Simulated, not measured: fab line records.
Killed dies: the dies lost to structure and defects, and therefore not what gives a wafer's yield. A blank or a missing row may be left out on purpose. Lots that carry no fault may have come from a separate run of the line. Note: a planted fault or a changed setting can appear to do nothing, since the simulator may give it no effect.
Matching of chambers	flow gf180mcu	pecvd-04 running GF_V2_CVD_02: 3 sister chambers
The step deposits SiO2 from TEOS, target thk 850 nm, time 94.851 s. 6 wafers are shown with their chamber, then 9 later ones without.

## WAFERS PAIRED WITH THEIR CHAMBERS
wafer	chamber	heater-power-outer-w (W)	heater-power-w (W)
L084.2	0	499	770
L093.2	1	496	790
L093.6	1	516	808
L094.1	2	415	711
L094.5	2	456	742
L094.6	0	502	789

## WAFERS WITHOUT THEIR CHAMBER
wafer	heater-power-outer-w (W)	heater-power-w (W)
L095.1	421	680
L095.2	448	750
L095.4	465	729
L096.1	505	801
L096.3	455	739
L096.6	483	780
L097.2	514	774
L097.3	467	738
L097.4	477	758

## WHICH CHAMBER EACH ONE RAN IN
wafer	from the rows above	in truth
L095.1	2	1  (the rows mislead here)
L095.2	can't be placed: 2 or 0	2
L095.4	2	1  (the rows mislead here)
L096.1	can't be placed: 1 or 0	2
L096.3	2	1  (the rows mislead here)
L096.6	can't be placed: 0 or 1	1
L097.2	can't be placed: 0 or 1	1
L097.3	can't be placed: 2 or 0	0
L097.4	can't be placed: 0 or 1 or 2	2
Placed correctly: 0 of 9. From these rows, 6 cannot be placed; in 5 the true chamber is one of the candidates. Placed wrongly: 3.
How it was worked out, from the rows above alone: a wafer's distance from a chamber is the root of the sum, over the readings, of the square of ((its reading less the chamber's mean) divided by the reading's scatter). If the next closest chamber is less than 2 further off than the closest, the wafer can't be placed; otherwise it belongs to the closest. Each chamber's mean is taken over the wafers shown for it. The scatter is the square root of a quotient: the sum, over the shown wafers, of each reading's squared deviation from its chamber's mean, divided by wafers minus chambers.
